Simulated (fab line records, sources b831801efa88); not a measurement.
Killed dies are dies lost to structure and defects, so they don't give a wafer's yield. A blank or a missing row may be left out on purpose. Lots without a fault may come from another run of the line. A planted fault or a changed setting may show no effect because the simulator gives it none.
A struck lot beside a sound one | flow gf180mcu | 15 steps out of a route of 602
Sound: wafers L666.1, L666.5, L666.6. Struck: wafers L673.2, L673.3, L673.5. The cause comes at the end.
At each step with rows: each side's tool, then ch and its chambers, then its first start. Under that, the readings that differ: sound wafers | struck wafers | difference of the means | sigmas: that difference in standard deviations of wafers without a fault.
alike: readings whose means differ by less than 2 such deviations, and words and numbers that are the same on both sides. not compared: withheld readings, readings that some wafer has no value for, bounds like >300 that may hide the same value, and numbers for which the record gives no deviation and whose values overlap.
The two part at a step that has a row with sigmas, a row that says differs or no value, or rows on one side only. Numbers that don't overlap but have no deviation are shown without sigmas and don't part them. A reading that every wafer of one side lacks parts them only if that side has two wafers or more.

GF_V3_OVL_MEAS_15:
  sound on overlay-02, day 23 13:34; struck on overlay-01, day 26 22:06
  alike: V3_OVL
then, 1 step without rows for these wafers: GF_V3_ETCH_16 (etches BARC in N2/H2).
GF_V3_ETCH_17: etches SiO2 in C4F8/O2/Ar, stops on TiN, target depth 635 nm.
  sound on rie_diel-04 ch 0,1; struck on rie_diel-03 ch 2,3
  alike: oes_product_au
GF_V3_STRIP_18: strips in O2/N2.
  sound on plasma_asher-02 ch 0,1, day 23 13:44; struck on plasma_asher-01 ch 0,1, day 26 22:16
  reading                     | sound       | struck      | difference | sigmas
  drypump_motor_current_A (A) | 5.4 6.3 5.4 | 6.7 6.7 6.3 | +0.9       | +2
  alike: heater_power_w, oes_product_au
  not compared: rf_hours_counter_h
then, 4 steps without rows for these wafers: GF_V3_STRIP_19 (strips in post etch residue remover, time 1200 s); GF_V3_CLEAN_20 (cleans in DIW); GF_V3_SPUTTER_21 (material Ti, target thk 15 nm, time 80.02 s); GF_V3_SPUTTER_22 (material TiN, target thk 10 nm, time 40 s).
GF_V3_CVD_23: deposits W, target thk 350 nm, time 104.9 s.
  sound on cvd_w-01 ch 0, day 23 14:22; struck on cvd_w-02 ch 0,1, day 26 22:55
  alike: chamber_pressure_Torr, heater_power_w
GF_V3_RS_MEAS_24: measures by four-point-probe.
  sound on film_metro-04, day 23 14:35; struck on film_metro-02, day 26 23:04
  alike: V3_W_RS
GF_V3_THK_MEAS_25: measures by xrf.
  sound on film_metro-04, day 23 14:43; struck on film_metro-02, day 26 23:10
  alike: V3_W_THK
GF_V3_CMP_26: polishes, stops on SiO2, t overpolish 15 s, target thk 0 nm.
  sound on cmp-02 ch 0,1, day 23 14:49; struck on cmp-01 ch 1,2, day 26 23:13
  alike: edge_zone_pressure_frac, motor_current_A, overpolish_run_s, time_to_endpoint_s
GF_M4_SPUTTER_00: material Ti, target thk 37.5 nm, time 150 s.
  sound on pvd_sputter-01, day 23 15:04; struck on pvd_sputter-01, day 26 23:31
  reading                               | sound             | struck            | difference | sigmas
  model.Ti_of_M4_SPUTTER_00.thk_nm (nm) | 36.96 36.85 37.78 | 35.42 35.98 35.98 | -1.40      |
  alike: throttle_valve_pct
GF_M4_SPUTTER_01: material TiN, target thk 30 nm, time 25 s.
  sound on pvd_sputter-01, day 23 15:10; struck on pvd_sputter-01, day 26 23:37
  alike: throttle_valve_pct
-- the record jumps here: 6 days lie between the struck wafers' starts before and after (it left off in module M4 and takes up again in module PASSIVATION, whose first step shown is number 602 of the route) --
GF_PASSIVATION_PROBE_99:
  the record has rows for the struck wafers here (prober-02, day 32 20:26) and none for the sound ones

WHERE THEY PART
First at GF_V3_STRIP_18; last, within this record, at GF_PASSIVATION_PROBE_99.

WHY: what the simulator had put in
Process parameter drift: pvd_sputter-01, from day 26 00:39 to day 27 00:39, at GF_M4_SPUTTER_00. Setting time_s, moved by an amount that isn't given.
